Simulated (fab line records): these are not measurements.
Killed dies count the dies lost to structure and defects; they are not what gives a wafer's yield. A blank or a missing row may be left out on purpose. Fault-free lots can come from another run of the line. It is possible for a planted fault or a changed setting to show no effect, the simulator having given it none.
A lot that was struck, set against a sound lot / flow gf180mcu / 44 out of 602 route steps
Sound: wafers L580.1, L580.4, L580.6. Struck: wafer L589.4 (left out: L589.2, L589.3 of the same lot, which were not struck); the cause appears at the end.
At each step with rows: each side's tool, then ch and its chambers, then its first start. Under that, the readings that differ: sound wafers / struck wafers / difference of the means / sigmas: that difference in standard deviations of wafers without a fault.
alike: readings whose means differ by less than 2 such deviations, and words and numbers that are the same on both sides. not compared: withheld readings, readings that some wafer has no value for, bounds like >300 that may hide the same value, and numbers for which the record gives no deviation and whose values overlap.
The two part at a step that has a row with sigmas, a row that says differs or no value, or rows on one side only. Numbers that have no deviation but don't overlap get no sigmas and don't part them. A reading missing from all wafers of one side parts the sides only when that side holds two or more wafers.

first, 2 steps without rows for these wafers: GF_V2_STRIP_19 (strips in post etch residue remover, time 1200 s); GF_V2_CLEAN_20 (cleans in DIW).
GF_V2_SPUTTER_21: material Ti, target thk 15 nm, time 80.02 s.
  sound on pvdSputter-03 at day 21 11:37; struck on pvdSputter-01 at day 25 04:11
reading=substrateTempC (C); sound=200.30 199.91 200.22; struck=199.55; difference=-0.59; sigmas=-3
  alike: throttleValvePct
then, 2 steps without rows for these wafers: GF_V2_SPUTTER_22 (material TiN, target thk 10 nm, time 40 s); GF_V2_CVD_23 (deposits W, target thk 350 nm, time 104.94 s).
GF_V2_RS_MEAS_24: measures by four-point-probe.
  sound on filmMetro-03 at day 21 11:49; struck on filmMetro-03 at day 25 04:25
  alike: V2_W_RS
GF_V2_THK_MEAS_25: measures by xrf.
  sound on filmMetro-03 at day 21 11:56; struck on filmMetro-03 at day 25 04:31
  alike: V2_W_THK
GF_V2_CMP_26: polishes, stops on SiO2, t overpolish 15 s, target thk 0 nm.
  sound on cmp-02 ch 0,1, day 21 12:00; struck on cmp-01 ch 1, day 25 04:34
reading=overpolishRunS (s); sound=15.003 15.011 15.009; struck=14.989; difference=-0.019; sigmas=-2
  alike: motorCurrentA, timeToEndpointS
GF_M3_SPUTTER_00: material Ti, target thk 37.5 nm, time 150 s.
  sound on pvdSputter-01 at day 21 12:18; struck on pvdSputter-04 at day 25 04:52
  alike: substrateTempC, throttleValvePct
then, 2 steps without rows for these wafers: GF_M3_SPUTTER_01 (material TiN, target thk 30 nm, time 25 s); GF_M3_SPUTTER_02 (material AlCu, target thk 450 nm, time 23.9 s).
GF_M3_SPUTTER_03: material Ti, target thk 10 nm, time 6.7 s.
  sound on pvdSputter-01 at day 21 12:28; struck on pvdSputter-04 at day 25 05:02
  alike: substrateTempC, throttleValvePct
GF_M3_SPUTTER_04: material TiN, target thk 50 nm, time 41.7 s.
  sound on pvdSputter-01 at day 21 12:29; struck on pvdSputter-04 at day 25 05:03
reading=model.TiN_of_M3_SPUTTER_04.thkNm (nm); sound=49.32 49.6 49.31; struck=54.54; difference=+5.13; sigmas=
  alike: throttleValvePct
GF_M3_RS_MEAS_05: measures by four-point-probe.
  sound on filmMetro-01 at day 21 12:31; struck on filmMetro-01 at day 25 05:07
reading=M3_ALCU_RS (ohm/sq); sound=0.0700 0.0698 0.0693; struck=0.0676; difference=-0.0021; sigmas=-3
GF_M3_THK_MEAS_06: measures by xrf.
  sound on filmMetro-01 at day 21 12:38; struck on filmMetro-01 at day 25 05:13
  alike: M3_ALCU_THK
then, 7 steps without rows for these wafers: GF_M3_DEHYDRATE_07 (time 60 s); GF_M3_HMDS_08 (prime time 60 s); GF_M3_COAT_09 (resist thk 1000 nm); GF_M3_SOFTBAKE_10 (time 60 s); GF_M3_EXPOSE_11 (exposes mask Metal3, target cd 280 nm); GF_M3_PEB_12 (peb time 90 s); GF_M3_DEVELOP_13 (develop time 60 s).
GF_M3_CD_MEAS_14 targets a cd of 280 nm.
  sound on cdSem-02 at day 22 11:49; struck on cdSem-02 at day 26 02:16
reading=cdNm (nm); sound=278.7 278.4 278.8; struck=281.7; difference=+3.1; sigmas=+2
GF_M3_OVL_MEAS_15:
  sound on overlay-01 at day 22 11:56; struck on overlay-01 at day 26 02:22
  alike: M3_OVL
then, 5 steps without rows for these wafers: GF_M3_METAL_ETCH_16 (etches the open film in Cl2/BCl3, stops on SiO2, target depth 750.8 nm, time 125.1 s); GF_M3_STRIP_17 (strips in O2/N2); GF_M3_STRIP_18 (strips in post etch residue remover, time 1200 s); GF_M3_CLEAN_19 (cleans in DIW); GF_V3_CVD_00 (deposits SiO2, target thk 600 nm, time 100 s).
GF_V3_THK_MEAS_01:
  sound on filmMetro-01 at day 22 12:42; struck on filmMetro-01 at day 26 03:08
reading=V3_CVD_00_THK (nm); sound=593 591 599; struck=608; difference=+14; sigmas=+2
GF_V3_CVD_02: deposits SiO2 from TEOS, target thk 850 nm, time 94.851 s.
  sound on pecvd-01 ch 1,2, day 22 12:46; struck on pecvd-01 ch 0, day 26 03:11
  alike: heaterPowerOuterW, heaterPowerW
GF_V3_THK_MEAS_03:
  sound on filmMetro-02 at day 22 12:50; struck on filmMetro-02 at day 26 03:16
  alike: V3_CVD_02_THK
then, 1 step without rows for these wafers: GF_V3_CMP_04 (polishes SiO2).
GF_V3_BOW_MEAS_05:
  sound on filmMetro-01 at day 22 13:11; struck on filmMetro-01 at day 26 03:38
  alike: V3_BOW
then, 8 steps without rows for these wafers: GF_V3_DEHYDRATE_06 (time 60 s); GF_V3_HMDS_07 (prime time 60 s); GF_V3_COAT_08; GF_V3_COAT_09 (resist thk 1000 nm); GF_V3_SOFTBAKE_10 (time 60 s); GF_V3_EXPOSE_11 (exposes mask Via3, target cd 260 nm); GF_V3_PEB_12 (peb time 90 s); GF_V3_DEVELOP_13 (develop time 60 s).
GF_V3_STRIP_19: strips in post etch residue remover, time 1200 s.
  sound on wetBench-03 ch 1, day 23 12:02; struck on wetBench-04 ch 0, day 27 00:25
reading=bathHeatDutyPct (%); sound=12.6 12.0 10.5; struck=17.6; difference=+5.9; sigmas=+3
reading=model.TiN_of_M3_SPUTTER_04.thkNm (nm); sound=48.48 48.75 48.47; struck=53.69; difference=+5.12; sigmas=
following that, these wafers have no rows for 1 step: GF_PASSIVATION_PROBE_99.

WHERE THEY PART
Last at GF_V3_STRIP_19 as far as this record goes, first at GF_V2_SPUTTER_21.

WHY: whatever the simulator had introduced
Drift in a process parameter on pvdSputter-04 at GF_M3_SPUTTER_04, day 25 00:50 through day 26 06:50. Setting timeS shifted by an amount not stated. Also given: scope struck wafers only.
